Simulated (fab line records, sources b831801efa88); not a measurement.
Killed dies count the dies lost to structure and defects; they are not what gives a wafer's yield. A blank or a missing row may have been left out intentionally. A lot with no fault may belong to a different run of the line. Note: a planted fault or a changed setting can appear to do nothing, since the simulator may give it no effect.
Chamber matching | flow gf180mcu | cmp-02 running GF_V3_CMP_26: 4 sister chambers
The step polishes, stops on SiO2, t overpolish 15 s, target thk 0 nm. 14 wafers are shown with their chamber, then 7 later ones without.

## WAFERS WITH THEIR CHAMBER
wafer  | chamber | timeToEndpointS (s) | overpolishRunS (s) | motorCurrentA (A)
L077.1 | 3       | 85                  | 15.010             | 9.6
L077.4 | 0       | 86                  | 14.997             | 10.4
L077.5 | 3       | 86                  | 14.989             | 10.3
L079.2 | 1       | 86                  | 15.019             | 10.9
L079.5 | 1       | 85                  | 15.023             | 10.2
L079.6 | 0       | 83                  | 14.999             | 10.0
L080.2 | 0       | 82                  | 15.004             | 10.3
L080.5 | 0       | 84                  | 15.005             | 10.3
L080.6 | 1       | 87                  | 15.011             | 10.0
L081.2 | 1       | 91                  | 14.997             | 10.4
L081.4 | 3       | 85                  | 14.996             | 9.8
L081.5 | 0       | 80                  | 15.011             | 10.2
L089.1 | 0       | 83                  | 14.999             | 10.6
L089.3 | 2       | 81                  | 15.000             | 10.2

SIGNATURES (means of the wafers above)
reading         | chamber 0 | chamber 1 | chamber 2 | chamber 3 | scatter within a chamber
timeToEndpointS | 83.00     | 87.25     | 81.00     | 85.33     | 2.04
overpolishRunS  | 15.00250  | 15.01250  | 15.00000  | 14.99833  | 0.00871
motorCurrentA   | 10.300    | 10.375    | 10.200    | 9.900     | 0.301
Rule: a wafer's distance from a chamber is the root of the sum, over the readings, of the square of ((its reading less the chamber's mean) divided by the reading's scatter). If the next closest chamber is less than 2 further off than the closest, the wafer can't be placed; otherwise it belongs to the closest. The scatter is the square root of a quotient: the sum, over the shown wafers, of each reading's squared deviation from its chamber's mean, divided by wafers minus chambers.

## WAFERS WHOSE CHAMBER IS MISSING
wafer  | timeToEndpointS (s) | overpolishRunS (s) | motorCurrentA (A)
L089.4 | 89                  | 14.994             | 10.1
L097.1 | 83                  | 15.006             | 10.3
L097.2 | 86                  | 15.013             | 11.0
L097.3 | 89                  | 15.005             | 10.6
L097.4 | 83                  | 15.000             | 9.6
L097.5 | 82                  | 14.995             | 10.2
L097.6 | 87                  | 14.995             | 10.0

## THE CHAMBER EACH PASSED THROUGH
wafer  | from the rows above               | in truth
L089.4 | can't be placed: 3 or 1 or 0      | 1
L097.1 | can't be placed: 0 or 2 or 3 or 1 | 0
L097.2 | can't be placed: 1 or 0 or 2 or 3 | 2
L097.3 | can't be placed: 1 or 3 or 0      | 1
L097.4 | can't be placed: 3 or 2 or 0      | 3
L097.5 | can't be placed: 2 or 0 or 3      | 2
L097.6 | can't be placed: 3 or 0 or 1      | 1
0 of 7 placed correctly. Not placeable from these rows: 7 (in 7, the candidates include the true chamber). Number placed wrongly: 0.
